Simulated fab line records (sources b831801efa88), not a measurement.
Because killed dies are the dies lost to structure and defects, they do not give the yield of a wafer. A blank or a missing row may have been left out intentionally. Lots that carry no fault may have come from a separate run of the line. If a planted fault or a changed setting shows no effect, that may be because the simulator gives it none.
Comparing a struck lot with a sound one | flow sky130 | 18 steps out of a route of 708
Sound: wafers L883.1, L883.3, L883.6. Wafers L878.1, L878.2, L878.4 were the ones struck. The cause is named last.
At each step with rows: each side's tool, then ch and its chambers, then its first start. Under that, the readings that differ: sound wafers | struck wafers | difference of the means | sigmas: that difference in standard deviations of wafers without a fault.
alike: a reading whose means differ by less than 2 such deviations, as well as words and numbers matching on both sides. not compared: withheld readings; readings where some wafer has no value; bounds like >300 that might hide an equal value; numbers whose values overlap and for which the record gives no deviation.
The two part at a step that has a row with sigmas, a row that says differs or no value, or rows on one side only. Numbers that have no deviation but don't overlap get no sigmas and don't part them. Lack of a reading on every wafer of one side parts them only where that side has two or more wafers.

first, 3 steps without rows for these wafers: SKY_SONOS_ONO_WET_ETCH_18 (etches Si3N4 in H3PO4, target depth 15 nm, time 172 s); SKY_GATE_OXIDE_CLEAN_00 (cleans in SC1/SC2, time 150 s); SKY_GATE_OXIDE_OXIDATION_01 (stabilise 600 s, purge 300 s, target thk 10.268 nm).
SKY_GATE_OXIDE_THK_MEAS_02:
  sound on filmMetro-03 at day 17 20:26; struck on filmMetro-02 at day 16 00:58
  alike: GATE_OXIDE_OXIDATION_00_THK
then, 7 steps without rows for these wafers: SKY_GATE_OXIDE_DEHYDRATE_03 (time 60 s); SKY_GATE_OXIDE_HMDS_04 (prime time 60 s); SKY_GATE_OXIDE_COAT_05 (resist thk 1140 nm); SKY_GATE_OXIDE_SOFTBAKE_06 (time 60 s); SKY_GATE_OXIDE_EXPOSE_07 (exposes mask LVOM, target cd 600 nm); SKY_GATE_OXIDE_PEB_08; SKY_GATE_OXIDE_DEVELOP_09 (develop time 60 s).
SKY_GATE_OXIDE_OVL_MEAS_10:
  sound on overlay-01 at day 19 02:28; struck on overlay-02 at day 17 05:34
  alike: GATE_OXIDE_OVL
SKY_GATE_OXIDE_IMPLANT_11:
  sound on implanter-03 ch 0, day 19 02:30; struck on implanter-01 ch 0, day 17 05:55
then, 1 step without rows for these wafers: SKY_GATE_OXIDE_WET_ETCH_12 (etches SiO2 in dHF, target depth 16.8 nm, time 336 s).
SKY_GATE_OXIDE_STRIP_13: strips in O2/N2.
  sound on plasmaAsher-02 ch 1, day 19 02:51; struck on plasmaAsher-02 ch 0,1, day 17 06:10
  alike: chamberPressureMTorr, drypumpMotorCurrentA, o2FlowSccm, oesProductAu, stripTimeToEndpointS
  not compared: rfHoursCounterH
SKY_GATE_OXIDE_TW_MEAS_14:
  sound on filmMetro-03 at day 19 02:57; struck on filmMetro-01 at day 17 06:16
reading       | sound             | struck            | difference | sigmas
GATE_OXIDE_TW | 224.2 224.5 224.6 | 271.8 270.3 270.5 | +46.4      | +21
then, 2 steps without rows for these wafers: SKY_GATE_OXIDE_CLEAN_15 (cleans in SC1/SC2, time 150 s); SKY_PAD_OPEN_PROBE_99.

== WHERE THEY PART ==
Only at SKY_GATE_OXIDE_TW_MEAS_14, as far as this record shows.

WHY: what had been put in by the simulator
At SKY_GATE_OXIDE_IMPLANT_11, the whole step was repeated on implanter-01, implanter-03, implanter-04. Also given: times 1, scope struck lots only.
